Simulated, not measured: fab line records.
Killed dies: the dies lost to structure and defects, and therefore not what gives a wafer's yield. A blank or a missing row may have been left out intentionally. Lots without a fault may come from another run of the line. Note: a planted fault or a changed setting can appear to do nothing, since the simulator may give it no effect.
Matching of chambers / flow sky130 / 4 sister chambers for SKY_VIA4_CMP_21 on cmp-02
The step polishes, stops on SiO2, t overpolish 25 s, target thk 0 nm. 14 wafers are shown with their chamber, then 7 later ones without.

== WAFERS WITH THEIR CHAMBER ==
wafer=L540.1; chamber=1; motorCurrentA (A)=12.0; overpolishRunS (s)=25.003; timeToEndpointS (s)=124
wafer=L540.3; chamber=2; motorCurrentA (A)=10.4; overpolishRunS (s)=25.002; timeToEndpointS (s)=115
wafer=L540.6; chamber=0; motorCurrentA (A)=12.0; overpolishRunS (s)=25.018; timeToEndpointS (s)=121
wafer=L541.1; chamber=2; motorCurrentA (A)=10.2; overpolishRunS (s)=24.999; timeToEndpointS (s)=124
wafer=L541.3; chamber=1; motorCurrentA (A)=12.1; overpolishRunS (s)=25.006; timeToEndpointS (s)=123
wafer=L541.6; chamber=3; motorCurrentA (A)=10.9; overpolishRunS (s)=24.996; timeToEndpointS (s)=122
wafer=L542.3; chamber=0; motorCurrentA (A)=11.3; overpolishRunS (s)=24.993; timeToEndpointS (s)=123
wafer=L542.4; chamber=2; motorCurrentA (A)=10.8; overpolishRunS (s)=24.996; timeToEndpointS (s)=122
wafer=L542.6; chamber=0; motorCurrentA (A)=11.9; overpolishRunS (s)=25.025; timeToEndpointS (s)=124
wafer=L552.1; chamber=2; motorCurrentA (A)=10.7; overpolishRunS (s)=24.996; timeToEndpointS (s)=121
wafer=L552.2; chamber=0; motorCurrentA (A)=11.9; overpolishRunS (s)=25.024; timeToEndpointS (s)=132
wafer=L552.3; chamber=1; motorCurrentA (A)=12.0; overpolishRunS (s)=25.013; timeToEndpointS (s)=128
wafer=L553.2; chamber=3; motorCurrentA (A)=10.5; overpolishRunS (s)=24.989; timeToEndpointS (s)=124
wafer=L553.4; chamber=0; motorCurrentA (A)=12.2; overpolishRunS (s)=25.000; timeToEndpointS (s)=132

SIGNATURES (averages over the wafers above)
reading=motorCurrentA; chamber 0=11.860; chamber 1=12.033; chamber 2=10.525; chamber 3=10.700; scatter within a chamber=0.277
reading=overpolishRunS; chamber 0=25.01200; chamber 1=25.00733; chamber 2=24.99825; chamber 3=24.99250; scatter within a chamber=0.00978
reading=timeToEndpointS; chamber 0=126.40; chamber 1=125.00; chamber 2=120.50; chamber 3=123.00; scatter within a chamber=4.13
Rule: for a wafer and a chamber, the distance is found by dividing, reading by reading, the gap between the wafer's reading and the chamber's mean by the reading's scatter, squaring, summing and taking the root. The wafer belongs to the nearest chamber; if the next one is less than 2 further off, it can't be placed. The scatter is the square root of a quotient: the sum, over the shown wafers, of each reading's squared deviation from its chamber's mean, divided by wafers minus chambers.

== WAFERS MISSING THEIR CHAMBER ==
wafer=L553.5; motorCurrentA (A)=12.0; overpolishRunS (s)=25.001; timeToEndpointS (s)=127
wafer=L555.2; motorCurrentA (A)=11.9; overpolishRunS (s)=24.996; timeToEndpointS (s)=121
wafer=L555.3; motorCurrentA (A)=11.5; overpolishRunS (s)=25.007; timeToEndpointS (s)=125
wafer=L555.4; motorCurrentA (A)=11.1; overpolishRunS (s)=25.009; timeToEndpointS (s)=121
wafer=L561.1; motorCurrentA (A)=10.5; overpolishRunS (s)=24.993; timeToEndpointS (s)=113
wafer=L561.3; motorCurrentA (A)=11.3; overpolishRunS (s)=25.005; timeToEndpointS (s)=124
wafer=L561.6; motorCurrentA (A)=10.6; overpolishRunS (s)=25.001; timeToEndpointS (s)=117

== EACH ONE'S CHAMBER ==
wafer=L553.5; from the rows above=can't be placed: 1 or 0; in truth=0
wafer=L555.2; from the rows above=can't be placed: 1 or 0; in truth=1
wafer=L555.3; from the rows above=can't be placed: 0 or 1 or 3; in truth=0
wafer=L555.4; from the rows above=can't be placed: 3 or 2 or 0 or 1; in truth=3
wafer=L561.1; from the rows above=can't be placed: 2 or 3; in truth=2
wafer=L561.3; from the rows above=can't be placed: 0 or 3 or 1 or 2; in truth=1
wafer=L561.6; from the rows above=can't be placed: 2 or 3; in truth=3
Correctly placed: 0 of 7. Cannot be placed on the basis of these rows: 7; the candidates contain the true chamber in 7. 0 placed wrongly.
